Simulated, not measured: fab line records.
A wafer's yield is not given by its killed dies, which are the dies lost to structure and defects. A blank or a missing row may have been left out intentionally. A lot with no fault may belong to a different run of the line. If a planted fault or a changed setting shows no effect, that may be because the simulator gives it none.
fab line records	flow sky130
record: lots: 13	wafers: 39	last-day: 49
route steps=708 shown NWELL@78 VT_ADJUST_HVTP@95 LI_CONTACT@365 CONTACT@422
lots that met no fault: taken from a fault-free run of the same line
start-h: hours from the record's first day to the start of the lot's first wafer shown	wait-h: how many hours have passed since the lot's step before this one	" as in the row above	L1.1+2: a row that stands for several wafers	- value missing, or start not given	* or withheld: withheld	< > ~ a bound
route shown NAME@n: NAME is a module with steps in the file, n the number in the route of the first one	usual: mean and standard deviation over wafers with no fault	same: alike in all rows	chamber/n: place in a boat	sites: the reading at each site	_std_site: how widely they spread, as a standard deviation	_edge_site: mean of outer sites minus mean of inner sites	radius-mm: for every site, how far away it sits from the centre of the wafer	mask NAME#n: copy n	behind: the most recent tool/chamber to have shaped the wafer	hold: cause of the lot's hold/its duration in hours/its outcome	device: transistor that didn't switch, given as n, p or np	end of line: tests of these same wafers at the route's end	where a step has no rows: the recipe by itself	killed: the dies lost at the first sort to structure and to defects; this is not the yield of the wafer	map: the dies of a wafer, with x for killed, . for not killed, _ for no die there
set.NAME: the run value of the setting; set.NAME@STEP: its run value at that earlier step	model.NAME: the simulator's own value behind a step, which no gauge read
steps of the route over a sample of lots; a table a step, a row a wafer
services: when a tool's chamber went out of use (start-h, in hours from the record's first day, below 0 if earlier), for how many hours, and the reason
== steps ==
step: SKY_NWELL_STRIP_25
recipe: chemistry: O2/N2	power-w: 1400	pressure-mtorr: 1500	platen-temp-c: withheld	o2-flow-sccm: 3000	n2-flow-sccm: 300	overash-fraction: 0.5
usual: chamber-pressure-mTorr: 1500.1/1.5	drypump-motor-current-A: 5.7/0.64	n2-flow-sccm: 300.1/0.9	oes-product-au: 0.722/0.0046	strip-time-to-endpoint-s: 36.92/0.12
lot.wafer	tool	chamber	start-h	wait-h	chamber-pressure-mTorr	drypump-motor-current-A	n2-flow-sccm	oes-product-au	rf-hours-counter-h	strip-time-to-endpoint-s
L646.2	plasma-asher-04	0	98.90	0.1	1498.0	6.3	300.4	0.725	42	36.70
L646.3	"	0	"	"	1498.9	6.3	299.7	0.721	-	36.80
L646.4	"	1	"	"	1503.2	5.0	300.5	0.728	-	36.72
L647.3	plasma-asher-02	1	113.11	0.1	1501.6	6.4	299.5	0.722	-	36.80
L647.5	"	1	"	"	1502.1	6.5	298.7	0.716	-	36.83
L647.6	"	0	"	"	1500.3	5.8	301.2	0.716	-	36.91
L648.2	plasma-asher-01	1	115.37	0.1	1499.2	5.0	299.6	0.724	45	36.97
L648.4	"	1	"	"	1499.8	5.0	298.9	0.718	-	36.97
L648.6	"	1	"	"	1497.8	5.0	299.5	0.720	-	37.07
L650.2	plasma-asher-01	1	126.15	0.1	1501.2	5.0	300.8	0.723	46	36.94
L650.4	"	1	"	"	1499.2	5.0	300.3	0.725	-	36.91
L650.5	"	1	"	"	1499.1	5.0	299.9	0.723	-	36.96
L651.1	plasma-asher-04	0	142.70	0.1	1500.3	6.4	300.4	0.719	2	37.03
L651.3	"	0	"	"	1497.6	6.4	299.5	0.720	-	36.90
L651.4	"	1	"	"	1502.9	5.0	300.4	0.724	-	37.04
L653.1	plasma-asher-04	1	150.00	0.1	1500.9	4.9	300.9	0.724	3	36.83
L653.2	"	0	"	"	1501.2	6.4	299.9	0.724	3	36.76
L653.4	"	0	"	"	1499.8	6.4	301.1	0.722	-	36.76
L655.3	plasma-asher-02	1	160.91	0.1	1500.2	6.4	301.9	0.721	-	36.80
L655.4	"	0	"	"	1500.8	5.8	301.2	0.719	-	36.74
L655.5	"	1	"	"	1500.1	6.5	301.3	0.727	-	36.89
L656.3	plasma-asher-02	0	164.13	0.1	1500.5	5.8	299.6	0.714	-	36.72
L656.4	"	1	"	"	1500.2	6.4	301.5	0.725	-	36.76
L656.5	"	1	"	"	1500.5	6.4	300.7	0.722	-	36.82
L657.2	plasma-asher-02	0	174.77	0.1	1501.6	5.8	299.7	0.724	48	36.88
L657.3	"	0	"	"	1498.5	5.8	300.9	0.721	-	36.81
L657.4	"	1	"	"	1496.1	6.4	299.9	0.723	-	36.77
L659.1	plasma-asher-02	1	182.72	0.1	1497.6	6.4	301.5	0.725	49	36.87
L659.4	"	1	"	"	1500.0	6.5	300.8	0.723	-	36.87
L659.6	"	1	"	"	1500.7	6.4	302.0	0.726	-	36.84
L660.1	plasma-asher-02	1	186.82	0.1	1499.5	6.4	300.2	0.722	49	36.73
L660.3	"	0	"	"	1498.6	5.8	300.0	0.723	-	36.77
L660.4	"	1	"	"	1502.1	6.4	299.4	0.729	-	36.70
L662.2	plasma-asher-01	0	199.60	0.1	1498.3	4.8	299.9	0.712	53	37.00
L662.3	"	0	"	"	1501.4	4.8	299.7	0.729	-	37.06
L662.6	"	1	"	"	1499.3	5.0	300.0	0.717	-	37.03
L665.2	plasma-asher-01	1	219.55	0.1	1500.4	5.0	301.0	0.960	55	-
L665.4	"	1	"	"	1501.7	5.0	300.3	0.955	-	-
L665.6	"	1	"	"	1498.1	5.0	299.6	0.956	-	-
step: SKY_VT_ADJUST_HVTP_STRIP_10
recipe: chemistry: O2/N2	power-w: 1400	pressure-mtorr: 1500	platen-temp-c: withheld	o2-flow-sccm: 3000	n2-flow-sccm: 300	overash-fraction: 0.5
usual: chamber-pressure-mTorr: 1500.0/1.4	drypump-motor-current-A: 5.5/0.64	n2-flow-sccm: 299.9/0.93	oes-product-au: 0.715/0.0044	strip-time-to-endpoint-s: 14.17/0.045
lot.wafer	tool	chamber	start-h	wait-h	chamber-pressure-mTorr	drypump-motor-current-A	n2-flow-sccm	oes-product-au	rf-hours-counter-h	strip-time-to-endpoint-s
L646.2	plasma-asher-03	1	118.07	0.1	1500.5	6.1	298.4	0.712	31	14.16
L646.3	"	1	"	"	1502.3	6.1	300.5	0.713	-	14.12
L646.4	"	0	"	"	1499.3	6.0	298.9	0.715	-	14.13
L647.3	plasma-asher-03	0	132.88	0.1	1501.3	6.0	300.2	0.719	-	14.17
L647.5	"	1	"	"	1500.3	6.0	299.8	0.709	-	14.17
L647.6	"	0	"	"	1500.0	6.0	300.7	0.720	-	14.20
L648.2	plasma-asher-01	1	134.89	0.1	1498.8	5.0	300.0	0.717	47	14.19
L648.4	"	0	"	"	1501.2	4.8	301.2	0.716	-	14.22
L648.6	"	1	"	"	1499.1	5.0	301.3	0.709	-	14.22
L650.2	plasma-asher-01	1	145.74	0.1	1498.7	5.0	300.1	0.715	48	14.23
L650.4	"	1	"	"	1500.5	5.0	300.7	0.706	-	14.24
L650.5	"	0	"	"	1502.0	4.8	300.0	0.717	-	14.24
L651.1	plasma-asher-01	0	163.02	0.1	1498.7	4.8	299.0	0.714	50	14.14
L651.3	"	0	"	"	1500.6	4.8	300.5	0.715	-	14.14
L651.4	"	1	"	"	1500.6	5.0	299.6	0.723	-	14.12
L653.1	plasma-asher-03	1	170.04	0.1	1499.9	6.1	299.4	0.711	37	14.16
L653.2	"	0	"	"	1502.1	6.0	299.7	0.723	37	14.13
L653.4	"	1	"	"	1499.7	6.0	300.3	0.716	-	14.12
L655.3	plasma-asher-04	0	181.88	0.1	1499.6	6.4	299.0	0.710	-	14.16
L655.4	"	1	"	"	1500.9	4.9	299.6	0.711	-	14.10
L655.5	"	0	"	"	1499.7	6.3	300.7	0.710	-	14.13
L656.3	plasma-asher-04	1	185.40	0.1	1499.9	4.9	299.2	0.705	-	14.21
L656.4	"	0	"	"	1499.8	6.4	300.0	0.715	-	14.21
L656.5	"	1	"	"	1499.5	4.9	299.3	0.712	-	14.23
L657.2	plasma-asher-04	1	196.12	0.1	1500.1	4.9	300.5	0.716	7	14.20
L657.3	"	0	"	"	1500.1	6.3	298.4	0.711	-	14.18
L657.4	"	1	"	"	1500.2	4.9	300.5	0.719	-	14.19
L659.1	plasma-asher-04	1	204.22	0.1	1501.8	4.9	300.1	0.714	8	14.19
L659.4	"	1	"	"	1501.9	4.9	300.3	0.720	-	14.20
L659.6	"	1	"	"	1500.6	4.9	299.6	0.715	-	14.22
L660.1	plasma-asher-01	0	208.40	0.1	1501.2	4.8	301.0	0.713	54	14.17
L660.3	"	1	"	"	1500.1	5.0	299.8	0.716	-	14.16
L660.4	"	0	"	"	1500.2	4.8	300.0	0.717	-	14.21
L662.2	plasma-asher-03	1	221.94	0.2	1499.6	6.0	300.9	0.728	42	14.15
L662.3	"	1	"	"	1500.1	6.0	300.3	0.714	-	14.15
L662.6	"	0	"	"	1501.3	6.0	300.6	0.719	-	14.13
L665.2	plasma-asher-03	1	243.57	0.1	1499.1	6.0	298.2	0.717	44	26.22
L665.4	"	0	"	"	1499.6	6.0	299.5	0.713	-	26.25
L665.6	"	0	"	"	1502.0	6.0	299.0	0.720	-	26.19
step: SKY_VT_ADJUST_HVTP_TW_MEAS_11
usual: VT_ADJUST_HVTP_TW: 1354/8.7
lot.wafer	tool	chamber	start-h	wait-h	VT_ADJUST_HVTP_TW
L646.2	film-metro-02	-	118.18	0.1	1362
L646.3	"	-	"	"	1360
L646.4	"	-	"	"	1362
L647.3	film-metro-04	-	132.96	0.1	1349
L647.5	"	-	"	"	1350
L647.6	"	-	"	"	1349
L648.2	film-metro-04	-	135.00	0.1	1354
L648.4	"	-	"	"	1350
L648.6	"	-	"	"	1344
L650.2	film-metro-01	-	145.85	0.1	1353
L650.4	"	-	"	"	1354
L650.5	"	-	"	"	1351
L651.1	film-metro-02	-	163.12	0.1	1370
L651.3	"	-	"	"	1364
L651.4	"	-	"	"	1370
L653.1	film-metro-01	-	170.14	0.1	1355
L653.2	"	-	"	"	1356
L653.4	"	-	"	"	1343
L655.3	film-metro-04	-	181.96	0.1	1351
L655.4	"	-	"	"	1352
L655.5	"	-	"	"	1350
L656.3	film-metro-02	-	185.49	0.1	1360
L656.4	"	-	"	"	1370
L656.5	"	-	"	"	1359
L657.2	film-metro-01	-	196.23	0.1	1366
L657.3	"	-	"	"	1360
L657.4	"	-	"	"	1362
L659.1	film-metro-04	-	204.32	0.1	1349
L659.4	"	-	"	"	1342
L659.6	"	-	"	"	1345
L660.1	film-metro-04	-	208.50	0.1	1344
L660.3	"	-	"	"	1346
L660.4	"	-	"	"	1340
L662.2	film-metro-04	-	222.05	0.1	1351
L662.3	"	-	"	"	1355
L662.6	"	-	"	"	1355
L665.2	film-metro-02	-	243.72	0.1	30
L665.4	"	-	"	"	30
L665.6	"	-	"	"	30
step: SKY_LI_CONTACT_BOW_MEAS_03
recipe: mode: bow
usual: LI_CONTACT_BOW: 56/6.5
lot.wafer	tool	chamber	start-h	wait-h	LI_CONTACT_BOW[um]
L646.2	film-metro-02	-	640.41	0.2	56
L646.3	"	-	"	"	50
L646.4	"	-	"	"	56
L647.3	film-metro-04	-	656.28	0.3	60
L647.5	"	-	"	"	58
L647.6	"	-	"	"	55
L648.2	film-metro-02	-	659.91	0.1	57
L648.4	"	-	"	"	63
L648.6	"	-	"	"	45
L650.2	film-metro-02	-	680.18	0.1	56
L650.4	"	-	"	"	58
L650.5	"	-	"	"	59
L651.1	film-metro-02	-	704.10	0.1	56
L651.3	"	-	"	"	62
L651.4	"	-	"	"	51
L653.1	film-metro-04	-	711.54	0.1	52
L653.2	"	-	"	"	61
L653.4	"	-	"	"	55
L655.3	film-metro-04	-	727.53	0.1	50
L655.4	"	-	"	"	62
L655.5	"	-	"	"	64
L656.3	film-metro-02	-	733.98	0.1	58
L656.4	"	-	"	"	50
L656.5	"	-	"	"	49
L657.2	film-metro-02	-	738.13	0.2	59
L657.3	"	-	"	"	53
L657.4	"	-	"	"	68
L659.1	film-metro-01	-	754.69	0.1	48
L659.4	"	-	"	"	54
L659.6	"	-	"	"	59
L660.1	film-metro-04	-	765.49	0.1	54
L660.3	"	-	"	"	57
L660.4	"	-	"	"	47
L662.2	film-metro-01	-	777.11	0.2	62
L662.3	"	-	"	"	49
L662.6	"	-	"	"	66
L665.2	film-metro-01	-	800.16	0.3	49
L665.4	"	-	"	"	49
L665.6	"	-	"	"	54
step: SKY_LI_CONTACT_RS_MEAS_22
recipe: thk-meas-gauge: four-point-probe	reads: W_of_LI_CONTACT_CVD_21+TiN_of_LI_CONTACT_SPUTTER_20+Ti_of_LI_CONTACT_SPUTTER_19
usual: LI_CONTACT_W_RS: 0.284/0.0036
lot.wafer	tool	chamber	start-h	wait-h	LI_CONTACT_W_RS[ohm/sq]
L646.2	film-metro-01	-	669.55	0.1	0.284
L646.3	"	-	"	"	0.282
L646.4	"	-	"	"	0.281
L647.3	film-metro-01	-	684.94	0.1	0.284
L647.5	"	-	"	"	0.283
L647.6	"	-	"	"	0.288
L648.2	film-metro-04	-	689.30	0.1	0.280
L648.4	"	-	"	"	0.287
L648.6	"	-	"	"	0.284
L650.2	film-metro-04	-	709.49	0.1	0.280
L650.4	"	-	"	"	0.286
L650.5	"	-	"	"	0.286
L651.1	film-metro-02	-	736.20	0.1	0.283
L651.3	"	-	"	"	0.282
L651.4	"	-	"	"	0.283
L653.1	film-metro-01	-	740.60	0.1	0.280
L653.2	"	-	"	"	0.279
L653.4	"	-	"	"	0.280
L655.3	film-metro-02	-	755.84	0.1	0.281
L655.4	"	-	"	"	0.277
L655.5	"	-	"	"	0.280
L656.3	film-metro-01	-	761.74	0.1	0.282
L656.4	"	-	"	"	0.286
L656.5	"	-	"	"	0.282
L657.2	film-metro-04	-	765.90	0.1	0.284
L657.3	"	-	"	"	0.284
L657.4	"	-	"	"	0.284
L659.1	film-metro-02	-	781.80	0.1	0.280
L659.4	"	-	"	"	0.282
L659.6	"	-	"	"	0.277
L660.1	film-metro-04	-	792.91	0.1	0.286
L660.3	"	-	"	"	0.282
L660.4	"	-	"	"	0.285
L662.2	film-metro-04	-	804.11	0.1	0.287
L662.3	"	-	"	"	0.288
L662.6	"	-	"	"	0.291
L665.2	film-metro-04	-	827.59	0.1	0.281
L665.4	"	-	"	"	0.283
L665.6	"	-	"	"	0.284
step: SKY_CONTACT_ETCH_16
recipe: chemistry: N2/H2	target: BARC	ion-energy-ev: 200	source-w: 500	bias-w: 100	pressure-mtorr: 30	n2-flow-sccm: 100	h2-flow-sccm: 200	stop-on: SiO2	time-s: 45.9	target-depth-a: 600
usual: chamber-pressure-mTorr: 30.000/0.027	drypump-motor-current-A: 5.7/0.51	n2-flow-sccm: 100.0/0.33	oes-product-au: 0.854/0.0046	rf-fwd-power-W: 493.8/2.3	throttle-valve-pct: 13.225/0.0083
lot.wafer	tool	chamber	start-h	wait-h	chamber-pressure-mTorr	drypump-motor-current-A	n2-flow-sccm	oes-product-au	rf-fwd-power-W	rf-hours-counter-h	throttle-valve-pct
L646.2	rie-diel-04	3	728.44	0.0	30.009	5.5	100.1	0.856	491.8	2	13.223
L646.3	"	2	"	"	30.036	5.2	100.3	0.855	496.4	11	13.214
L646.4	"	1	"	"	30.013	6.3	100.4	0.859	493.9	28	13.219
L647.3	rie-diel-04	2	742.72	0.0	30.037	5.2	99.9	0.852	497.6	11	13.223
L647.5	"	3	"	"	30.008	5.5	100.3	0.857	495.8	-	13.236
L647.6	"	2	"	"	30.015	5.2	100.0	0.846	497.9	-	13.221
L648.2	rie-diel-03	2	746.77	0.0	29.979	6.1	100.0	0.856	494.2	5	13.217
L648.4	"	1	"	"	30.012	4.8	100.3	0.857	496.9	16	13.225
L648.6	"	2	"	"	29.996	6.1	99.8	0.848	495.3	-	13.218
L650.2	rie-diel-03	2	766.94	0.0	29.990	6.1	100.3	0.858	494.7	5	13.226
L650.4	"	0	"	"	30.042	6.2	99.9	0.852	491.1	1	13.227
L650.5	"	1	"	"	30.002	4.8	100.1	0.853	497.7	-	13.229
L651.1	rie-diel-01	3	791.19	0.0	30.027	5.7	100.1	0.843	492.6	31	13.211
L651.3	"	3	"	"	29.960	5.8	99.8	0.855	494.2	-	13.203
L651.4	"	1	"	"	30.049	6.3	99.6	0.853	492.5	-	13.221
L653.1	rie-diel-04	1	796.39	0.0	30.022	6.2	99.4	0.858	493.8	30	13.225
L653.2	"	0	"	"	30.025	5.0	99.8	0.845	495.8	4	13.217
L653.4	"	3	"	"	30.005	5.4	100.3	0.856	494.0	4	13.221
L655.3	rie-diel-01	3	811.19	0.0	30.051	5.7	100.1	0.859	495.7	32	13.218
L655.4	"	1	"	"	29.979	6.3	100.0	0.855	491.5	-	13.219
L655.5	"	2	"	"	30.012	5.3	100.7	0.856	492.2	-	13.224
L656.3	rie-diel-01	1	816.82	0.0	30.032	6.3	99.9	0.854	492.3	18	13.221
L656.4	"	2	"	"	29.944	5.3	100.0	0.851	490.0	-	13.214
L656.5	"	3	"	"	29.981	5.7	100.2	0.849	491.9	-	13.224
L657.2	rie-diel-03	1	821.62	0.0	29.971	4.8	100.0	0.857	498.2	18	13.217
L657.3	"	0	"	"	29.978	6.2	100.0	0.854	494.3	2	13.241
L657.4	"	3	"	"	29.994	5.4	100.1	0.854	495.4	5	13.224
L659.1	rie-diel-01	3	836.44	0.0	30.000	5.8	100.2	0.859	496.5	33	13.225
L659.4	"	2	"	"	29.980	5.3	100.7	0.854	489.7	9	13.243
L659.6	"	2	"	"	30.024	5.3	100.5	0.856	488.5	-	13.230
L660.1	rie-diel-04	0	847.54	0.0	30.032	5.0	99.4	0.857	494.6	5	13.215
L660.3	"	3	"	"	29.957	5.5	100.2	0.849	493.3	5	13.221
L660.4	"	2	"	"	30.032	5.2	99.8	0.851	498.3	14	13.227
L662.2	rie-diel-01	0	859.64	0.0	30.038	6.0	100.2	0.852	493.2	1	13.218
L662.3	"	2	"	"	29.978	5.3	100.3	0.860	490.2	11	13.230
L662.6	"	2	"	"	30.028	5.3	100.5	0.856	491.6	-	13.220
L665.2	rie-diel-01	2	882.44	0.0	29.989	5.3	99.7	0.863	490.7	11	13.225
L665.4	"	0	"	"	30.042	6.0	100.0	0.856	496.9	2	13.235
L665.6	"	2	"	"	29.980	5.3	99.9	0.848	492.6	-	13.225
== services ==
tool	chamber	start-h	hours	kind
plasma-asher-04	-	108.75	9.0	pm
plasma-asher-04	-	129.69	4.3	repair
plasma-asher-02	-	136.99	0.6	repair
plasma-asher-02	-	139.60	2.8	repair
plasma-asher-02	-	167.38	2.8	pm
plasma-asher-04	-	189.91	2.8	pm
rie-diel-01	-	224.80	4.3	pm
rie-diel-01	0	252.71	3.6	repair
plasma-asher-04	-	302.79	4.4	repair
plasma-asher-01	-	346.80	8.8	repair
rie-diel-01	3	365.02	8.8	repair
rie-diel-01	-	413.35	0.8	repair
plasma-asher-01	-	421.25	9.0	pm
plasma-asher-01	-	468.55	28.1	pm
plasma-asher-01	-	520.03	14.3	repair
plasma-asher-04	-	675.47	1.3	repair
plasma-asher-01	-	677.29	24.6	repair
plasma-asher-01	-	701.87	14.6	pm
plasma-asher-01	-	711.72	0.8	repair
plasma-asher-01	-	737.37	6.8	repair
plasma-asher-01	-	778.95	2.8	pm
plasma-asher-04	-	795.43	0.9	repair
plasma-asher-04	-	798.10	9.4	repair
plasma-asher-04	-	807.52	9.4	repair
== key ==
first-sign: step: SKY_NWELL_STRIP_25	reading: oes-product-au	direction: up	sigmas: 51	usual: 0.722	struck: 0.957
effect: step: SKY_VT_ADJUST_HVTP_STRIP_10	reading: strip-time-to-endpoint-s	direction: up	sigmas: 99+	usual: *	struck: *
effect: step: SKY_VT_ADJUST_HVTP_TW_MEAS_11	reading: VT_ADJUST_HVTP_TW	direction: down	sigmas: 99+	usual: 1354	struck: 30
met-at SKY_NWELL_STRIP_25
struck-lots L665
sort-left-out L665.2,L665.4,L665.6
tester-left-out L665
not-acting-at SKY_LI_CONTACT_BOW_MEAS_03,SKY_LI_CONTACT_RS_MEAS_22,SKY_CONTACT_ETCH_16
onset-between 199.60 219.55
fault: kind: strip-aborted	tool: plasma-asher-01	chamber: -	onset-h: 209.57	steps: SKY_NWELL_STRIP_25	offset: 0.54682	end-h: 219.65
tester-left-out: of these lots the tester's yield and bins aren't shown, on N5 and GAA mostly nor the transistor test; their killed dies are dies lost to structure and defects alone, not to doping, threshold or leakage, so they don't give the yield
sort-left-out: the simulated sort isn't trusted on such a fault, so these wafers' sort isn't shown, and their yield isn't known
